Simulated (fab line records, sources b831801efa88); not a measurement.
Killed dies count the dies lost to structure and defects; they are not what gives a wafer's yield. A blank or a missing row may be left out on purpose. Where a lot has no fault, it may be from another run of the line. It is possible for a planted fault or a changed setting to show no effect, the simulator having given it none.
Split-lot trial :: flow sfqLine :: 5 lots, 23 wafers read, on a route of 325 steps

== SPLIT DETAILS ==
At SFQ_TRILAYER_M4_DEP_SPUTTER_091 (material Nb, target thk 200 nm, time 133.3 s), the setting powerW was moved away from the recipe's 2000 W on 7 of the 23 wafers read, by -9.8% to +7.4%. The other wafers ran this setting at the recipe's value.

== FROM THE SPLIT TO THE READING: what the file shows between them, 5 steps ==
- SFQ_M4_RS_MEAS_924: measures by four-point-probe
- SFQ_TRILAYER_M4_LITHO_COAT_093: resist thk 600 nm (also split here: resistThkNm)
- SFQ_TRILAYER_M4_LITHO_SOFTBAKE_097
- SFQ_TRILAYER_M4_LITHO_EXPOSE_094: exposes mask M4, target cd 500 nm
- SFQ_TRILAYER_M4_BARC_OPEN_METAL_ETCH_123: etches BARC in O2, target depth 125 nm, time 41.7 s

== THE READING ==
oesProductAu, in a.u., at SFQ_TRILAYER_M4_ETCH_METAL_ETCH_096 (etches Nb in Cl2/Ar, stops on SiO2, target depth 240 nm, time 120 s). Fault-free wafers of this fab line usually give 0.900 a.u., standard deviation 0.0066 a.u.

wafer: L074.1
tool, chamber at the split: pvdSputter-04, -
powerW as run, W: 2000
against the recipe: recipe
oesProductAu, a.u.: 0.899
against lot-mates on the recipe: -

wafer: L074.2
tool, chamber at the split: pvdSputter-04, -
powerW as run, W: 2000
against the recipe: recipe
oesProductAu, a.u.: 0.893
against lot-mates on the recipe: -

wafer: L074.3
tool, chamber at the split: pvdSputter-04, -
powerW as run, W: 2000
against the recipe: recipe
oesProductAu, a.u.: 0.892
against lot-mates on the recipe: -

wafer: L074.4
tool, chamber at the split: pvdSputter-04, -
powerW as run, W: 2000
against the recipe: recipe
oesProductAu, a.u.: 0.901
against lot-mates on the recipe: -

wafer: L074.6
tool, chamber at the split: pvdSputter-04, -
powerW as run, W: 2000
against the recipe: recipe
oesProductAu, a.u.: 0.904
against lot-mates on the recipe: -

wafer: L076.1
tool, chamber at the split: pvdSputter-04, -
powerW as run, W: 2148
against the recipe: +7.4%
oesProductAu, a.u.: 0.940
against lot-mates on the recipe: +0.044

wafer: L076.2
tool, chamber at the split: pvdSputter-04, -
powerW as run, W: 2000
against the recipe: recipe
oesProductAu, a.u.: 0.893
against lot-mates on the recipe: -

wafer: L076.3
tool, chamber at the split: pvdSputter-04, -
powerW as run, W: 2000
against the recipe: recipe
oesProductAu, a.u.: 0.896
against lot-mates on the recipe: -

wafer: L076.5
tool, chamber at the split: pvdSputter-04, -
powerW as run, W: 2148
against the recipe: +7.4%
oesProductAu, a.u.: 0.939
against lot-mates on the recipe: +0.043

wafer: L076.6
tool, chamber at the split: pvdSputter-04, -
powerW as run, W: 2000
against the recipe: recipe
oesProductAu, a.u.: 0.898
against lot-mates on the recipe: -

wafer: L080.1
tool, chamber at the split: pvdSputter-05, -
powerW as run, W: 2000
against the recipe: recipe
oesProductAu, a.u.: 0.893
against lot-mates on the recipe: -

wafer: L080.2
tool, chamber at the split: pvdSputter-05, -
powerW as run, W: 2070
against the recipe: +3.5%
oesProductAu, a.u.: 0.922
against lot-mates on the recipe: +0.027

wafer: L080.3
tool, chamber at the split: pvdSputter-05, -
powerW as run, W: 2070
against the recipe: +3.5%
oesProductAu, a.u.: 0.911
against lot-mates on the recipe: +0.016

wafer: L080.4
tool, chamber at the split: pvdSputter-05, -
powerW as run, W: 2000
against the recipe: recipe
oesProductAu, a.u.: 0.896
against lot-mates on the recipe: -

wafer: L080.5
tool, chamber at the split: pvdSputter-05, -
powerW as run, W: 2070
against the recipe: +3.5%
oesProductAu, a.u.: 0.913
against lot-mates on the recipe: +0.018

wafer: L081.1
tool, chamber at the split: pvdSputter-06, -
powerW as run, W: 1805
against the recipe: -9.8%
oesProductAu, a.u.: 0.838
against lot-mates on the recipe: -0.060

wafer: L081.2
tool, chamber at the split: pvdSputter-06, -
powerW as run, W: 2000
against the recipe: recipe
oesProductAu, a.u.: 0.897
against lot-mates on the recipe: -

wafer: L081.4
tool, chamber at the split: pvdSputter-06, -
powerW as run, W: 2000
against the recipe: recipe
oesProductAu, a.u.: 0.898
against lot-mates on the recipe: -

wafer: L081.5
tool, chamber at the split: pvdSputter-06, -
powerW as run, W: 2000
against the recipe: recipe
oesProductAu, a.u.: 0.900
against lot-mates on the recipe: -

wafer: L081.6
tool, chamber at the split: pvdSputter-06, -
powerW as run, W: 1805
against the recipe: -9.8%
oesProductAu, a.u.: 0.844
against lot-mates on the recipe: -0.054

wafer: L082.1
tool, chamber at the split: pvdSputter-06, -
powerW as run, W: 2000
against the recipe: recipe
oesProductAu, a.u.: 0.903
against lot-mates on the recipe: -

wafer: L082.2
tool, chamber at the split: pvdSputter-06, -
powerW as run, W: 2000
against the recipe: recipe
oesProductAu, a.u.: 0.910
against lot-mates on the recipe: -

wafer: L082.4
tool, chamber at the split: pvdSputter-06, -
powerW as run, W: 2000
against the recipe: recipe
oesProductAu, a.u.: 0.907
against lot-mates on the recipe: -

FIT RESULTS
A straight line over all 23 wafers: oesProductAu changes by +0.00567 a.u. for each +1% of powerW; r = +0.98; the points scatter about the line by 0.005 a.u.
The same after taking each lot's own level away (the mean of its wafers on the recipe; 23 wafers): +0.0059 a.u. for each +1%; r = +0.99; scatter 0.0034 a.u.
Per that fit: largest powerW move, reading shift of 0.058 a.u.
The span of the lots' own levels, 0.8945 to 0.9067 a.u., comes to 1.8 times the standard deviation stated above.
Hence the lot-to-lot level has little effect on the slope; both slopes agree.
Check: -0.056 a.u. against its lot-mates is what the line predicts for one of the wafers moved furthest among these (-9.8%) when that wafer is left out of the fit. It came out at -0.0603 a.u. against them.

== THESE WAFERS: OTHER SPLITS ==
These wafers also went through other splits before the reading. Each is held against what the fit with the lots' levels taken away leaves over:
other split on the same wafers: SFQ_TRILAYER_M3_BARC_OPEN_METAL_ETCH_100 icpW
wafers away from the commonest value: 10
r with oesProductAu (lot level and that fit taken away): -0.06

other split on the same wafers: SFQ_TRILAYER_I3_CMP_CMP_082 downForcePsi
wafers away from the commonest value: 7
r with oesProductAu (lot level and that fit taken away): +0.13

other split on the same wafers: SFQ_TRILAYER_I3_VIA_LITHO_EXPOSE_086 doseMj
wafers away from the commonest value: 8
r with oesProductAu (lot level and that fit taken away): +0.32

other split on the same wafers: SFQ_TRILAYER_M4_LITHO_COAT_093 resistThkNm
wafers away from the commonest value: 9
r with oesProductAu (lot level and that fit taken away): -0.11

== THE WHOLE CHAIN: every reading that the file lists as answering this split, in the file's order ==
step: SFQ_TRILAYER_M4_DEP_SPUTTER_091
what it does: material Nb, target thk 200 nm, time 133.3 s
reading: Nb_of_TRILAYER_M4_DEP_SPUTTER_091.thkNm (the simulator's own value, which no gauge read)
change (the file's fit): +1.99 nm for each +1% of the setting
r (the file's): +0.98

step: SFQ_M4_RS_MEAS_924
what it does: measures by four-point-probe
reading: M4_NB_RS
change (the file's fit): -0.00893 for each +1% of the setting
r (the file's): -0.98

step: SFQ_TRILAYER_M4_ETCH_METAL_ETCH_096
what it does: etches Nb in Cl2/Ar, stops on SiO2, target depth 240 nm, time 120 s
reading: oesProductAu
change (the file's fit): +0.00586 a.u. for each +1% of the setting
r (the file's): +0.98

== FILE'S OWN FIT ==
oesProductAu changes by +0.00586 a.u. for each +1% of powerW, r = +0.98.
